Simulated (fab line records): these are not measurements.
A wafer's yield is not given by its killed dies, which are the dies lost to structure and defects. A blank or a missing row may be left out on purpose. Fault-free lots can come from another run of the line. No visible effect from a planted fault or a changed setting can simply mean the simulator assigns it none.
Struck lot and sound lot, side by side | flow gf180mcu | 43 steps out of a route of 602
Sound: the wafers L696.1, L696.3, L696.4. Struck: wafers L693.3, L693.5, L693.6. At the end, the cause is stated.
At each step with rows: each side's tool, then ch and its chambers, then its first start. Under that, the readings that differ: sound wafers | struck wafers | difference of the means | sigmas: that difference in standard deviations of wafers without a fault.
alike: same words and numbers on both sides, and readings whose means sit less than 2 such deviations apart. not compared: any withheld reading, any reading some wafer has no value for, any bound like >300 that may hide the same value, and any number with overlapping values for which the record gives no deviation.
The two part at a step that has a row with sigmas, a row that says differs or no value, or rows on one side only. When numbers do not overlap yet have no deviation, they are printed without sigmas and do not part them. A reading that every wafer of one side lacks parts them only if that side has two wafers or more.

first, 1 step without rows for these wafers: GF_NSD_STRIP_11 (strips in O2/N2).
GF_NSD_TW_MEAS_12:
  struck on film_metro-04, day 17 18:26; sound on film_metro-03, day 18 16:01
  alike: NSD_TW
then, 7 steps without rows for these wafers: GF_PSD_DEHYDRATE_00 (time 60 s); GF_PSD_HMDS_01 (prime time 60 s); GF_PSD_COAT_02 (resist thk 1000 nm); GF_PSD_SOFTBAKE_03 (time 60 s); GF_PSD_EXPOSE_04 (exposes mask Pplus, target cd 400 nm); GF_PSD_PEB_05; GF_PSD_DEVELOP_06 (develop time 60 s).
GF_PSD_CD_MEAS_07: target cd 400 nm.
  struck on cd_sem-02, day 18 16:55; sound on cd_sem-02, day 19 14:53
  alike: cd_nm
GF_PSD_OVL_MEAS_08:
  struck on overlay-01, day 18 17:01; sound on overlay-02, day 19 15:00
  alike: PSD_OVL
after that, 1 step had no rows for these wafers: GF_PSD_IMPLANT_09.
GF_PSD_STRIP_10: strips in O2/N2.
  sound on plasma_asher-02 ch 0,1, day 19 15:11; struck on plasma_asher-04 ch 0,1, day 18 17:13
  alike: drypump_motor_current_A, heater_power_w, o2_flow_sccm, oes_product_au, strip_time_to_endpoint_s
  not compared: rf_hours_counter_h
GF_PSD_TW_MEAS_11:
  struck on film_metro-03, day 18 17:18; sound on film_metro-02, day 19 15:17
  reading | sound          | struck         | difference | sigmas
  PSD_TW  | 3136 3122 3129 | 3244 3245 3213 | +105       | +3
then, 1 step without rows for these wafers: GF_PSD_CLEAN_12 (cleans in SC1/SC2, time 150 s).
GF_PSD_RTA_13: time 20 s.
  sound on rtp_anneal-02 ch 0, day 19 15:24; struck on rtp_anneal-02 ch 0, day 18 17:25
  alike: lamp_power_pct, wafer_temp_C_max
GF_PSD_RS_MEAS_14: measures by four-point-probe.
  struck on film_metro-03, day 18 17:31; sound on film_metro-04, day 19 15:29
  reading         | sound             | struck            | difference | sigmas
  NSD_RS (ohm/sq) | 46.08 46.03 45.87 | 46.16 46.35 46.27 | +0.27      | +2
GF_PSD_RS_MEAS_15: measures by four-point-probe.
  struck on film_metro-03, day 18 17:38; sound on film_metro-04, day 19 15:36
  alike: PSD_RS
then, 1 step without rows for these wafers: GF_SAB_CVD_00 (deposits SiO2 from TEOS, target thk 50 nm, time 4.9302 s).
GF_SAB_THK_MEAS_01:
  struck on film_metro-03, day 18 17:46; sound on film_metro-01, day 19 15:44
  alike: SAB_CVD_00_THK
then, 7 steps without rows for these wafers: GF_SAB_DEHYDRATE_02 (time 60 s); GF_SAB_HMDS_03 (prime time 60 s); GF_SAB_COAT_04 (resist thk 1000 nm); GF_SAB_SOFTBAKE_05 (time 60 s); GF_SAB_EXPOSE_06 (exposes mask SAB, target cd 420 nm); GF_SAB_PEB_07; GF_SAB_DEVELOP_08 (develop time 61.32 s).
GF_SAB_CD_MEAS_09: target cd 420 nm.
  struck on cd_sem-02, day 19 17:38; sound on cd_sem-01, day 20 15:53
  alike: cd_nm
GF_SAB_OVL_MEAS_10:
  struck on overlay-01, day 19 17:44; sound on overlay-01, day 20 16:00
  alike: SAB_OVL
GF_SAB_ETCH_11: etches SiO2 in C4F8/O2/Ar, target depth 55 nm, time 8.5 s.
  sound on rie_diel-03 ch 1,2,3, day 20 16:02; struck on rie_diel-02 ch 0,1,2, day 19 17:46
  alike: oes_product_au
  not compared: rf_hours_counter_h
then, 1 step without rows for these wafers: GF_SAB_WET_ETCH_12 (etches SiO2 in dHF, target depth 22 nm, time 440 s).
GF_SAB_STRIP_13: strips in O2/N2.
  sound on plasma_asher-04 ch 0,1, day 20 16:11; struck on plasma_asher-03 ch 0,1, day 19 18:04
  reading            | sound       | struck      | difference | sigmas
  heater_power_w (W) | 302 372 289 | 393 388 403 | +74        | +2
  alike: drypump_motor_current_A, o2_flow_sccm, oes_product_au, strip_time_to_endpoint_s
  not compared: rf_hours_counter_h
then, 2 steps without rows for these wafers: GF_SALICIDE_CLEAN_00 (cleans in SC1/SC2, time 150 s); GF_SALICIDE_WET_ETCH_01 (etches SiO2 in dHF, target depth 5 nm, time 100 s).
GF_SALICIDE_SPUTTER_02: material Co, target thk 10 nm, time 20 s.
  struck on pvd_sputter-04, day 19 18:13; sound on pvd_sputter-03, day 20 16:23
  alike: throttle_valve_pct
then, 1 step without rows for these wafers: GF_SALICIDE_SPUTTER_03 (material TiN, target thk 20 nm, time 16.7 s).
GF_SALICIDE_RS_MEAS_04: measures by four-point-probe.
  struck on film_metro-03, day 19 18:19; sound on film_metro-01, day 20 16:26
  alike: SALICIDE_TIN_RS
GF_SALICIDE_THK_MEAS_05: measures by xrf.
  struck on film_metro-03, day 19 18:25; sound on film_metro-01, day 20 16:33
  alike: SALICIDE_TIN_THK
GF_SALICIDE_RTA_06: time 30 s.
  sound on rtp_anneal-01 ch 0, day 20 16:37; struck on rtp_anneal-02 ch 0, day 19 18:29
  reading            | sound          | struck         | difference | sigmas
  lamp_power_pct (%) | 6.14 6.13 6.13 | 6.34 6.35 6.34 | +0.21      | +2
  alike: wafer_temp_C_max
then, 3 steps without rows for these wafers: GF_SALICIDE_WET_ETCH_07 (etches the open film in SPM, target depth 120 nm); GF_SALICIDE_RTA_08 (time 30 s); GF_CONTACT_CVD_00 (deposits SiO2, target thk 300 nm, time 50 s).
-- the record jumps here: 13 days lie between the struck wafers' starts before and after (it left off in module CONTACT and takes up again in module PASSIVATION, whose first step shown is number 602 of the route) --
GF_PASSIVATION_PROBE_99:
  rows exist in the record for the struck wafers here (prober-02, day 32 17:55), but not for the sound ones

== WHERE THEY PART ==
Last at GF_PASSIVATION_PROBE_99 as far as this record goes, first at GF_PSD_TW_MEAS_11.

WHY: the cause the simulator had injected
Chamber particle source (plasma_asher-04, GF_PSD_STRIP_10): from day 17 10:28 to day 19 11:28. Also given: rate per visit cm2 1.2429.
